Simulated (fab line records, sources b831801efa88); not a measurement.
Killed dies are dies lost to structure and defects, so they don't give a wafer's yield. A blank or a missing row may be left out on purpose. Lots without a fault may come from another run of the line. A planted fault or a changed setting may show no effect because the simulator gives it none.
fab line records | flow sky130
record lots=5 wafers=15 last_day=50
route steps=708 shown LDD_HVP@283 LDD_LDN@289
lots that met no fault: from a run of the same line without faults
start_h: hours from the record's first day to the start of the lot's first wafer shown | wait_h: hours since the lot's step before | " the same as in the row above | L1.1+2: a row that stands for several wafers | - no value, or no start given | * or withheld: withheld | < > ~ a bound
route shown NAME@n: a module of which the file shows steps, and the number in the route of the first | usual: mean/standard deviation of fault-free wafers | same: alike in all rows | chamber/n: place in a boat | sites: the reading at each site | _std_site: their standard deviation | _edge_site: outer sites' mean less inner sites' | radius_mm: how far each site lies from the wafer's centre | mask NAME#n: copy n | behind: the tool/chamber that last shaped the wafer | hold: why the lot was held/for how many hours/how that ended | device: the transistor (n, p or np) that didn't switch | end of line: the same wafers' tests at the end of the route | a step without rows: its recipe alone | killed: dies lost to structure and defects at the first sort, not the wafer's yield | map: a wafer's dies, x killed, . not, _ none there
set.NAME: the setting as run; set.NAME@STEP: as run at that earlier step | model.NAME: the simulator's own value behind a step, which no gauge read
lots at some steps of the route; a table a step, a row a wafer
services: from which hour (start_h, from the record's first day; less than 0 if before it) a tool's chamber was out of use, for how many hours, and why
## steps
# step SKY_LDD_HVP_PEB_05
# recipe temp_c=withheld time_s=* resist=NOVOLAK
# step SKY_LDD_HVP_DEVELOP_06
# recipe resist=NOVOLAK developer=TMAH develop_time_s=60 dev_temp_c=23
# step SKY_LDD_HVP_OVL_MEAS_07
# usual LDD_HVP_OVL=0.9/1.4
# columns lot.wafer tool chamber start_h wait_h LDD_HVP_OVL[nm]
L312.1 overlay-02 - 513.13 0.1 1.7
L312.2 " - " " 2.1
L312.5 " - " " 1.8
L315.4 overlay-01 - 521.05 0.1 3.1
L315.5 " - " " 0.8
L315.6 " - " " 0.0
L323.2 overlay-02 - 594.16 0.1 0.9
L323.3 " - " " 0.7
L323.5 " - " " 1.5
L330.2 overlay-02 - 650.56 0.1 1.5
L330.3 " - " " 1.8
L330.4 " - " " -0.2
L335.2 overlay-02 - 680.41 0.1 3.0
L335.3 " - " " -0.6
L335.6 " - " " 1.6
# step SKY_LDD_HVP_IMPLANT_08
# recipe species=B energy_kev=20 dose_cm2=1.7e+13 tilt_deg=17.9
# step SKY_LDD_HVP_STRIP_09
# recipe chemistry=O2/N2 power_w=1400 pressure_mtorr=1500 platen_temp_c=withheld o2_flow_sccm=3000 n2_flow_sccm=300 overash_fraction=0.5
# usual drypump_motor_current_A=5.85/0.25 oes_product_au=0.409/0.0046 strip_time_to_endpoint_s=4.138/0.015
# columns lot.wafer tool chamber start_h wait_h drypump_motor_current_A oes_product_au rf_hours_counter_h strip_time_to_endpoint_s
L312.1 plasma_asher-02 0 513.32 0.1 5.85 0.403 37 4.132
L312.2 " 1 " " 5.78 0.412 37 4.169
L312.5 " 0 " " 5.83 0.398 - 4.154
L315.4 plasma_asher-02 0 521.25 0.1 5.87 0.401 - 4.139
L315.5 " 0 " " 5.86 0.419 - 4.160
L315.6 " 1 " " 5.71 0.408 - 4.144
L323.2 plasma_asher-01 0 594.34 0.1 5.92 0.405 15 4.144
L323.3 " 0 " " 5.92 0.414 - 4.171
L323.5 " 1 " " 6.23 0.405 - 4.145
L330.2 plasma_asher-03 0 650.74 0.1 6.07 0.417 102 4.150
L330.3 " 0 " " 6.07 0.417 - 4.154
L330.4 " 1 " " 5.32 0.416 - 4.133
L335.2 plasma_asher-01 1 680.59 0.1 6.22 0.413 24 4.135
L335.3 " 1 " " 6.22 0.408 - 4.132
L335.6 " 1 " " 6.21 0.412 - 4.118
# step SKY_LDD_HVP_TW_MEAS_10
# usual LDD_HVP_TW=455/3.5
# columns lot.wafer tool chamber start_h wait_h LDD_HVP_TW
L312.1 film_metro-02 - 513.42 0.1 450
L312.2 " - " " 453
L312.5 " - " " 451
L315.4 film_metro-03 - 521.35 0.1 456
L315.5 " - " " 459
L315.6 " - " " 458
L323.2 film_metro-01 - 594.45 0.1 457
L323.3 " - " " 457
L323.5 " - " " 458
L330.2 film_metro-02 - 650.85 0.1 454
L330.3 " - " " 451
L330.4 " - " " 450
L335.2 film_metro-01 - 680.70 0.1 456
L335.3 " - " " 456
L335.6 " - " " 456
# step SKY_LDD_LDN_DEHYDRATE_00
# recipe temp_c=200 time_s=60
# step SKY_LDD_LDN_HMDS_01
# recipe prime_time_s=60 prime_temp_c=120
# step SKY_LDD_LDN_COAT_02
# recipe resist=NOVOLAK spin_rpm=3000 resist_thk_nm=1140
# step SKY_LDD_LDN_SOFTBAKE_03
# recipe temp_c=90 time_s=60 resist=NOVOLAK
# step SKY_LDD_LDN_EXPOSE_04
# recipe mask_id=LDNTM na=0.6 source_shape=conventional sigma_outer=0.6 polarization=unpolarized target_cd_nm=700 dose_mj=140
# step SKY_LDD_LDN_PEB_05
# recipe temp_c=withheld time_s=* resist=NOVOLAK
# step SKY_LDD_LDN_DEVELOP_06
# recipe resist=NOVOLAK developer=TMAH develop_time_s=60 dev_temp_c=23
# columns lot.wafer tool chamber start_h wait_h
L312.1+2+5 litho_track-03 0 542.95 0.1
L315.4+5+6 litho_track-01 0 550.86 0.1
L323.2+3+5 litho_track-01 0 623.56 0.1
L330.2+3+4 litho_track-04 0 678.88 0.1
L335.2+3+6 litho_track-03 0 708.57 0.1
# step SKY_LDD_LDN_OVL_MEAS_07
# usual LDD_LDN_OVL=-0.5/1.4
# columns lot.wafer tool chamber start_h wait_h LDD_LDN_OVL[nm]
L312.1 overlay-02 - 543.10 0.1 -0.2
L312.2 " - " " -0.3
L312.5 " - " " 1.1
L315.4 overlay-02 - 550.96 0.1 -1.5
L315.5 " - " " -1.7
L315.6 " - " " -1.0
L323.2 overlay-02 - 623.69 0.1 -
L323.3 " - " " -
L323.5 " - " " -0.1
L330.2 overlay-02 - 679.01 0.1 2.7
L330.3 " - " " 1.7
L330.4 " - " " 0.8
L335.2 overlay-02 - 708.70 0.1 -0.8
L335.3 " - " " -2.4
L335.6 " - " " -1.3
# step SKY_LDD_LDN_IMPLANT_08
# recipe species=As energy_kev=15 dose_cm2=1.25e+13 tilt_deg=withheld rotation_deg=23
# step SKY_LDD_LDN_IMPLANT_09
# recipe species=As energy_kev=15 dose_cm2=1.25e+13 tilt_deg=withheld rotation_deg=113
# step SKY_LDD_LDN_IMPLANT_10
# recipe species=As energy_kev=15 dose_cm2=1.25e+13 tilt_deg=withheld rotation_deg=203
# step SKY_LDD_LDN_IMPLANT_11
# recipe species=As energy_kev=15 dose_cm2=1.25e+13 tilt_deg=withheld rotation_deg=293
# step SKY_LDD_LDN_STRIP_12
# recipe chemistry=O2/N2 power_w=1400 pressure_mtorr=1500 platen_temp_c=withheld o2_flow_sccm=3000 n2_flow_sccm=300 overash_fraction=0.5
# usual drypump_motor_current_A=5.94/0.25 oes_product_au=0.715/0.0046 strip_time_to_endpoint_s=14.208/0.029
# columns lot.wafer tool chamber start_h wait_h drypump_motor_current_A oes_product_au rf_hours_counter_h strip_time_to_endpoint_s
L312.1 plasma_asher-03 0 543.73 0.1 6.09 0.715 90 14.195
L312.2 " 1 " " 5.31 0.716 90 14.203
L312.5 " 1 " " 5.32 0.711 - 14.217
L315.4 plasma_asher-04 0 551.61 0.1 5.72 0.713 - 14.237
L315.5 " 0 " " 5.74 0.710 - 14.204
L315.6 " 1 " " 6.10 0.719 - 14.178
L323.2 plasma_asher-01 1 624.32 0.1 6.22 0.716 18 14.237
L323.3 " 0 " " 5.93 0.713 - 14.206
L323.5 " 1 " " 6.24 0.723 - 14.184
L330.2 plasma_asher-04 0 679.64 0.1 5.74 0.724 85 14.235
L330.3 " 0 " " 5.77 0.720 - 14.187
L330.4 " 1 " " 6.10 0.709 - 14.230
L335.2 plasma_asher-04 1 709.33 0.1 6.05 0.709 88 14.178
L335.3 " 1 " " 6.08 0.706 - 14.166
L335.6 " 0 " " 5.75 0.723 - 14.189
# step SKY_LDD_LDN_TW_MEAS_13
# usual LDD_LDN_TW=1474/12
# columns lot.wafer tool chamber start_h wait_h LDD_LDN_TW
L312.1 film_metro-02 - 543.83 0.1 1469
L312.2 " - " " 1464
L312.5 " - " " 1463
L315.4 film_metro-02 - 551.70 0.1 1461
L315.5 " - " " 1463
L315.6 " - " " 1459
L323.2 film_metro-01 - 624.43 0.1 30
L323.3 " - " " 30
L323.5 " - " " 1504
L330.2 film_metro-01 - 679.75 0.1 1492
L330.3 " - " " 1472
L330.4 " - " " 1477
L335.2 film_metro-04 - 709.44 0.1 1473
L335.3 " - " " 1467
L335.6 " - " " 1468
# step SKY_LDD_LDN_CLEAN_14
# recipe chemistry=SC1/SC2 mix=1:4:20 temp_c=70 time_s=150 dry=n2_spin
## services
# columns tool chamber start_h hours kind
plasma_asher-01 - 518.98 3.6 repair
plasma_asher-02 - 527.09 2.8 pm
litho_track-03 - 551.72 - consumable_replace:filter
plasma_asher-04 - 573.28 4.3 repair
plasma_asher-01 - 575.69 16.5 repair
plasma_asher-02 - 626.66 1.4 repair
plasma_asher-02 - 634.29 2.0 repair
plasma_asher-01 - 655.47 0.5 repair
plasma_asher-01 - 665.10 2.8 pm
litho_track-04 - 684.96 - consumable_replace:filter
plasma_asher-03 - 688.68 38.8 repair
## key
first_sign step=SKY_LDD_LDN_OVL_MEAS_07 reading=LDD_LDN_OVL direction=missing
effect step=SKY_LDD_LDN_TW_MEAS_13 reading=LDD_LDN_TW direction=down sigmas=99+ usual=1474 struck=30
met_at SKY_LDD_LDN_DEVELOP_06
struck_wafers L323.2,L323.3
sort_left_out L323.2,L323.3
tester_left_out L323
onset_between 550.86 623.56
fault kind=process_parameter_drift tool=litho_track-01 chamber=- onset_h=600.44 steps=SKY_LDD_LDN_DEVELOP_06 channel=develop_time_s offset=* shape=step end_h=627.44 scope=struck_wafers_only acts_in=* stated=*
# tester_left_out: of these lots the tester's yield and bins aren't shown, on N5 and GAA mostly nor the transistor test; their killed dies are dies lost to structure and defects alone, not to doping, threshold or leakage, so they don't give the yield
# sort_left_out: the simulated sort isn't trusted on such a fault, so these wafers' sort isn't shown, and their yield isn't known
